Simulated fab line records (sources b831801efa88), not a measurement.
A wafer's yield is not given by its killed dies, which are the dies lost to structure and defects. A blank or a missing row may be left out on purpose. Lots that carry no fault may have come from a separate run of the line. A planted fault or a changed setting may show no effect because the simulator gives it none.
A struck lot beside a sound one | flow sky130 | 15 steps out of a route of 708
Sound: the wafers L766.1, L766.3, L766.4. Struck: wafer L777.4 (left out: L777.3, L777.5 of the same lot, which were not struck); the cause appears at the end.
At each step with rows: each side's tool, then ch and its chambers, then its first start. Under that, the readings that differ: sound wafers | struck wafers | difference of the means | sigmas: that difference in standard deviations of wafers without a fault.
alike: readings whose means differ by less than 2 such deviations, and words and numbers that are the same on both sides. not compared: withheld readings, readings that some wafer has no value for, bounds like >300 that may hide the same value, and numbers for which the record gives no deviation and whose values overlap.
Wherever a step has rows on one side only, a row that says differs or no value, or a row with sigmas, the two part there. When numbers do not overlap yet have no deviation, they are printed without sigmas and do not part them. A reading that every wafer of one side lacks parts them only if that side has two wafers or more.

first, 1 step without rows for these wafers: SKY_VT_ADJUST_LVTN_IMPLANT_08.
SKY_VT_ADJUST_LVTN_STRIP_09: strips in O2/N2.
  sound on plasmaAsher-03 ch 0,1, day 8 18:29; struck on plasmaAsher-04 ch 0, day 11 23:09
  alike: chamberPressureMTorr, drypumpMotorCurrentA, o2FlowSccm, oesProductAu, stripTimeToEndpointS
  not compared: rfHoursCounterH
SKY_VT_ADJUST_LVTN_TW_MEAS_10:
  struck on filmMetro-02, day 11 23:14; sound on filmMetro-03, day 8 18:35
  alike: VT_ADJUST_LVTN_TW
then, 7 steps without rows for these wafers: SKY_VT_ADJUST_LVTN_DEHYDRATE_11 (time 60 s); SKY_VT_ADJUST_LVTN_HMDS_12 (prime time 60 s); SKY_VT_ADJUST_LVTN_COAT_13 (resist thk 1140 nm); SKY_VT_ADJUST_LVTN_SOFTBAKE_14 (time 60 s); SKY_VT_ADJUST_LVTN_EXPOSE_15 (exposes mask HVN STD DERIVED, target cd 600 nm); SKY_VT_ADJUST_LVTN_PEB_16; SKY_VT_ADJUST_LVTN_DEVELOP_17 (develop time 60 s).
SKY_VT_ADJUST_LVTN_OVL_MEAS_18:
  struck on overlay-01, day 12 21:58; sound on overlay-02, day 9 15:29
  alike: VT_ADJUST_LVTN_01_OVL
after that, 1 step had no rows for these wafers: SKY_VT_ADJUST_LVTN_IMPLANT_19.
SKY_VT_ADJUST_LVTN_STRIP_20: strips in O2/N2.
  sound on plasmaAsher-03 ch 0,1, day 9 15:40; struck on plasmaAsher-03 ch 1, day 12 22:11
reading                  | sound             | struck | difference | sigmas
o2FlowSccm (sccm)        | 3018 3008 3009    | 3605   | +593       | +64
stripTimeToEndpointS (s) | 14.18 14.21 14.22 | 14.03  | -0.17      | -4
  alike: chamberPressureMTorr, drypumpMotorCurrentA, oesProductAu
  not compared: rfHoursCounterH
SKY_VT_ADJUST_LVTN_TW_MEAS_21:
  struck on filmMetro-01, day 12 22:16; sound on filmMetro-03, day 9 15:46
reading             | sound             | struck | difference | sigmas
VT_ADJUST_LVTN_2_TW | 188.4 188.1 187.2 | 185.4  | -2.5       | -3
SKY_PAD_OPEN_PROBE_99:
  rows exist in the record for the sound wafers here (prober-01, day 47 11:40), none for the struck ones

WHERE THEY PART
Earliest at SKY_VT_ADJUST_LVTN_STRIP_20; latest, in this record, at SKY_PAD_OPEN_PROBE_99.

WHY: what the simulator had put in
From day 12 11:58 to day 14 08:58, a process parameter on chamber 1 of plasmaAsher-03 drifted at SKY_VT_ADJUST_LVTN_STRIP_20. The setting o2FlowSccm was moved by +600, starting from 3000. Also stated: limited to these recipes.
